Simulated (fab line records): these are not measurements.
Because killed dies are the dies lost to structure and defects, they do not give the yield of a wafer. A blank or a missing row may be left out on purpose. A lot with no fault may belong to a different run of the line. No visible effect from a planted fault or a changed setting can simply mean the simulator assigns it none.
Chamber matching / flow sky130 / SKY_VIA3_CMP_02 on cmp-01: 4 sister chambers
The step polishes SiO2. 4 wafers are shown with their chamber, then 12 later ones without.

## WAFERS, EACH WITH ITS CHAMBER
wafer=L086.4; chamber=0; motor-current-A (A)=14.5
wafer=L089.2; chamber=3; motor-current-A (A)=11.8
wafer=L089.3; chamber=1; motor-current-A (A)=12.7
wafer=L089.4; chamber=2; motor-current-A (A)=12.7

## WAFERS WHOSE CHAMBER IS MISSING
wafer=L088.3; motor-current-A (A)=12.3
wafer=L088.4; motor-current-A (A)=13.4
wafer=L088.5; motor-current-A (A)=14.4
wafer=L093.3; motor-current-A (A)=12.2
wafer=L093.4; motor-current-A (A)=12.6
wafer=L093.5; motor-current-A (A)=13.0
wafer=L096.4; motor-current-A (A)=12.1
wafer=L096.5; motor-current-A (A)=12.3
wafer=L096.6; motor-current-A (A)=13.2
wafer=L097.1; motor-current-A (A)=12.6
wafer=L097.3; motor-current-A (A)=13.3
wafer=L097.4; motor-current-A (A)=14.0

## WHICH CHAMBER EACH ONE RAN IN
wafer=L088.3; from the rows above=can't be placed: 1 or 2 or 3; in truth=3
wafer=L088.4; from the rows above=can't be placed: 1 or 2 or 0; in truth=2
wafer=L088.5; from the rows above=0; in truth=0
wafer=L093.3; from the rows above=can't be placed: 3 or 1 or 2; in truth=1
wafer=L093.4; from the rows above=can't be placed: 1 or 2 or 3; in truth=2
wafer=L093.5; from the rows above=can't be placed: 1 or 2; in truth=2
wafer=L096.4; from the rows above=can't be placed: 3 or 1 or 2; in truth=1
wafer=L096.5; from the rows above=can't be placed: 1 or 2 or 3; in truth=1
wafer=L096.6; from the rows above=can't be placed: 1 or 2 or 0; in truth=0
wafer=L097.1; from the rows above=can't be placed: 1 or 2 or 3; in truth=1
wafer=L097.3; from the rows above=can't be placed: 1 or 2 or 0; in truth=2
wafer=L097.4; from the rows above=can't be placed: 0 or 1 or 2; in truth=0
Correctly placed: 1 of 12. Cannot be placed on the basis of these rows: 11; the candidates contain the true chamber in 11. 0 placed wrongly.
How it was worked out, from the rows above alone: a wafer's distance from a chamber is the root of the sum, over the readings, of the square of ((its reading less the chamber's mean) divided by the reading's scatter). The wafer belongs to the nearest chamber; if the next one is less than 2 further off, it can't be placed. For every chamber, the mean is computed from those of its wafers that are shown. The scatter: with one shown wafer a chamber, the root of the mean of the squares of how far each hidden wafer lies from its nearest shown one.
